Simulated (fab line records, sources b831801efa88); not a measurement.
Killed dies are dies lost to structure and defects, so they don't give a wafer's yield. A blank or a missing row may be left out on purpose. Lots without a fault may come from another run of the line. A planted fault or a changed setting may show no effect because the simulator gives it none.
Which tool did it? | flow gf180mcu | 14 lots, 42 wafers sampled, at 4 steps of a route of 602

WHAT THE GAUGES READ, wafer by wafer
GF_TOP_METAL_CD_MEAS_14: target cd 440 nm.
lot  | measured     | on        | cd_nm (nm)
L536 | day 28 07:50 | cd_sem-02 | 439.9 439.0 440.1
L537 | day 28 14:19 | cd_sem-02 | 441.4 439.1 440.1
L538 | day 29 00:26 | cd_sem-01 | 436.9 435.6 438.2
L539 | day 29 05:17 | cd_sem-02 | 442.6 443.3 441.5
L540 | day 29 16:51 | cd_sem-02 | 437.2 439.1 439.3
L541 | day 30 02:19 | cd_sem-01 | 439.3 439.7 438.8
L543 | day 30 11:41 | cd_sem-01 | 443.1 441.5 314.6
L545 | day 31 02:52 | cd_sem-01 | 316.7 440.1 438.9
L548 | day 31 21:31 | cd_sem-02 | 442.8 445.0 442.8
L551 | day 32 12:43 | cd_sem-02 | 441.1 443.2 439.4
L553 | day 33 10:40 | cd_sem-02 | 439.3 439.9 440.0
L555 | day 33 20:52 | cd_sem-01 | 443.0 444.0 443.7
L557 | day 34 08:28 | cd_sem-02 | 439.6 440.8 440.3
L558 | day 34 09:41 | cd_sem-02 | 440.8 439.2 441.6

WHICH TOOL RAN EACH LOT (tool, then ch and the chambers of the sampled wafers, then the start)
lot  | GF_V5_CMP_04                  | GF_TOP_METAL_SPUTTER_00      | GF_TOP_METAL_EXPOSE_11
L536 | cmp-02 ch 0,1, day 26 14:10   | pvd_sputter-04, day 27 12:53 | iline_stepper-02 ch 0, day 27 22:19
L537 | cmp-01 ch 0,1,3, day 26 20:28 | pvd_sputter-03, day 27 18:40 | iline_stepper-02 ch 0, day 28 04:43
L538 | cmp-01 ch 0,3, day 27 07:40   | pvd_sputter-02, day 28 05:00 | iline_stepper-02 ch 0, day 28 14:59
L539 | cmp-01 ch 1,2,3, day 27 13:32 | pvd_sputter-04, day 28 10:13 | iline_stepper-01 ch 0, day 28 19:58
L540 | cmp-01 ch 1,2, day 27 23:46   | pvd_sputter-02, day 28 21:24 | iline_stepper-02 ch 0, day 29 07:38
L541 | cmp-01 ch 2,3, day 28 10:16   | pvd_sputter-02, day 29 07:09 | iline_stepper-02 ch 0, day 29 17:01
L543 | cmp-01 ch 0,1,3, day 28 20:04 | pvd_sputter-04, day 29 16:48 | iline_stepper-02 ch 0, day 30 03:04
L545 | cmp-02 ch 0,2, day 29 12:07   | pvd_sputter-04, day 30 08:15 | iline_stepper-02 ch 0, day 30 17:41
L548 | cmp-02 ch 0,1, day 30 07:58   | pvd_sputter-03, day 31 04:04 | iline_stepper-01 ch 0, day 31 13:02
L551 | cmp-01 ch 0,1,3, day 31 00:50 | pvd_sputter-04, day 31 20:19 | iline_stepper-01 ch 0, day 32 04:50
L553 | cmp-01 ch 2,3, day 32 00:01   | pvd_sputter-02, day 32 18:05 | iline_stepper-02 ch 0, day 33 02:07
L555 | cmp-01 ch 0,1,3, day 32 10:40 | pvd_sputter-03, day 33 05:04 | iline_stepper-02 ch 0, day 33 13:20
L557 | cmp-01 ch 1,2,3, day 32 23:42 | pvd_sputter-04, day 33 17:08 | iline_stepper-02 ch 0, day 34 00:59
L558 | cmp-01 ch 0,1,2, day 33 01:10 | pvd_sputter-02, day 33 18:11 | iline_stepper-02 ch 0, day 34 02:32
- GF_V5_CMP_04: polishes SiO2.
- GF_TOP_METAL_SPUTTER_00: material Ti, target thk 37.5 nm, time 150 s.
- GF_TOP_METAL_EXPOSE_11: exposes mask MetalTop, target cd 440 nm.

WHAT THE TOOLS THEMSELVES READ (means of the sampled wafers that have a number; where no wafer has one, the mark that the record gives instead)
GF_V5_CMP_04.
lot  | tool   | motor_current_A (A)
L536 | cmp-02 | 11.1
L537 | cmp-01 | 10.9
L538 | cmp-01 | 10.6
L539 | cmp-01 | 11.0
L540 | cmp-01 | 11.5
L541 | cmp-01 | 10.7
L543 | cmp-01 | 11.1
L545 | cmp-02 | 11.6
L548 | cmp-02 | 11.0
L551 | cmp-01 | 10.8
L553 | cmp-01 | 11.1
L555 | cmp-01 | 10.8
L557 | cmp-01 | 11.3
L558 | cmp-01 | 11.3

GF_TOP_METAL_SPUTTER_00.
lot  | tool           | throttle_valve_pct (%)
L536 | pvd_sputter-04 | 29.6
L537 | pvd_sputter-03 | 29.0
L538 | pvd_sputter-02 | 30.6
L539 | pvd_sputter-04 | 29.9
L540 | pvd_sputter-02 | 30.5
L541 | pvd_sputter-02 | 30.6
L543 | pvd_sputter-04 | 30.0
L545 | pvd_sputter-04 | 30.1
L548 | pvd_sputter-03 | 28.6
L551 | pvd_sputter-04 | 30.2
L553 | pvd_sputter-02 | 30.3
L555 | pvd_sputter-03 | 30.2
L557 | pvd_sputter-04 | 30.1
L558 | pvd_sputter-02 | 30.8

THE ANSWER, worked out from the rows above alone
Rule: what is usual is taken from the lots themselves. Put in order of their means at a reading, lots are off if they are a third of the lots or fewer, leave a main group of 4 or more, and stand apart from it by a gap of 3 or more times the standard deviation of the main group's means; of several such gaps the widest counts. A main group whose means are all the same, to the digits that the tables above print for the reading, isn't used. A lot without any number at a reading at which 4 lots or more have one is off too. The other lots that the step has rows for count as sound. The gauges are gone through in route order, then the tools' own readings, and for those a lot's mean is taken as printed above. The first step at which some lot is off is used, and at that step the reading that is off furthest; a lot without a number counts as furthest.
Off: L543, L545, at GF_TOP_METAL_CD_MEAS_14 (cd_nm). The main group: mean 440.5 nm, standard deviation 1.9.
A tool fits if, at a process step before that reading, it ran every lot that is off, and no sound lot after the first of them. The gauges at GF_TOP_METAL_CD_MEAS_14 are tried like those tools. None of those tried fits.

WHAT THE SIMULATOR HAD PUT IN
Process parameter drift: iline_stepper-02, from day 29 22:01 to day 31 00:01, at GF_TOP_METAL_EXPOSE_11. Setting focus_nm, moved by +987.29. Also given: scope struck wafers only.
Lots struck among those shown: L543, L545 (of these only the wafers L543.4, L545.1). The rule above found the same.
